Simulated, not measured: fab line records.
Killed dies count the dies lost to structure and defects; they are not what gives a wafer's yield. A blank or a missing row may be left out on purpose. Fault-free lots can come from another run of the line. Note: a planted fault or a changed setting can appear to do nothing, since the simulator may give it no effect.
Chamber matching / flow sky130 / rie diel-01 running SKY_CONTACT_ETCH_17: 4 sister chambers
The step etches SiO2 in C4F8/O2/Ar, stops on Si3N4, target depth 340 nm. 8 wafers are shown with their chamber, then 11 later ones without.

## EACH WAFER AND ITS CHAMBER
wafer=L080.3; chamber=1; oes product au (a.u.)=0.899; rf fwd power W (W)=1489
wafer=L085.1; chamber=3; oes product au (a.u.)=0.893; rf fwd power W (W)=1495
wafer=L088.1; chamber=2; oes product au (a.u.)=0.892; rf fwd power W (W)=1491
wafer=L088.6; chamber=2; oes product au (a.u.)=0.884; rf fwd power W (W)=1490
wafer=L090.1; chamber=3; oes product au (a.u.)=0.894; rf fwd power W (W)=1493
wafer=L090.3; chamber=1; oes product au (a.u.)=0.897; rf fwd power W (W)=1496
wafer=L090.4; chamber=0; oes product au (a.u.)=0.890; rf fwd power W (W)=1487
wafer=L091.3; chamber=0; oes product au (a.u.)=0.896; rf fwd power W (W)=1492

## WAFERS MISSING THEIR CHAMBER
wafer=L091.5; oes product au (a.u.)=0.887; rf fwd power W (W)=1492
wafer=L091.6; oes product au (a.u.)=0.887; rf fwd power W (W)=1496
wafer=L093.1; oes product au (a.u.)=0.893; rf fwd power W (W)=1499
wafer=L093.2; oes product au (a.u.)=0.895; rf fwd power W (W)=1497
wafer=L093.3; oes product au (a.u.)=0.883; rf fwd power W (W)=1505
wafer=L095.1; oes product au (a.u.)=0.892; rf fwd power W (W)=1494
wafer=L095.3; oes product au (a.u.)=0.884; rf fwd power W (W)=1491
wafer=L095.6; oes product au (a.u.)=0.884; rf fwd power W (W)=1497
wafer=L097.1; oes product au (a.u.)=0.896; rf fwd power W (W)=1502
wafer=L097.2; oes product au (a.u.)=0.892; rf fwd power W (W)=1495
wafer=L097.4; oes product au (a.u.)=0.892; rf fwd power W (W)=1484

## EACH ONE'S CHAMBER
wafer=L091.5; from the rows above=can't be placed: 2 or 0 or 3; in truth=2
wafer=L091.6; from the rows above=can't be placed: 2 or 3 or 0 or 1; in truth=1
wafer=L093.1; from the rows above=can't be placed: 3 or 1 or 0 or 2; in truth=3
wafer=L093.2; from the rows above=can't be placed: 3 or 1 or 0 or 2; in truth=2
wafer=L093.3; from the rows above=can't be placed: 3 or 2 or 0 or 1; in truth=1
wafer=L095.1; from the rows above=can't be placed: 3 or 0 or 2 or 1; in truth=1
wafer=L095.3; from the rows above=can't be placed: 2 or 0 or 3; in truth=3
wafer=L095.6; from the rows above=can't be placed: 2 or 3 or 0 or 1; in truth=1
wafer=L097.1; from the rows above=can't be placed: 3 or 1 or 0 or 2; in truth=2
wafer=L097.2; from the rows above=can't be placed: 3 or 0 or 2 or 1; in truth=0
wafer=L097.4; from the rows above=can't be placed: 0 or 2 or 1 or 3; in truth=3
0 of 11 placed correctly. Can't be placed from these rows: 11 (the true chamber is among the candidates in 11). 0 placed wrongly.
How it was worked out, from the rows above alone: a wafer's distance from a chamber is the root of the sum, over the readings, of the square of ((its reading less the chamber's mean) divided by the reading's scatter). If the next closest chamber is less than 2 further off than the closest, the wafer can't be placed; otherwise it belongs to the closest. For every chamber, the mean is computed from those of its wafers that are shown. The scatter: take each reading less its chamber's mean, square it, sum over the shown wafers, divide by the number of wafers less the number of chambers, and take the root.
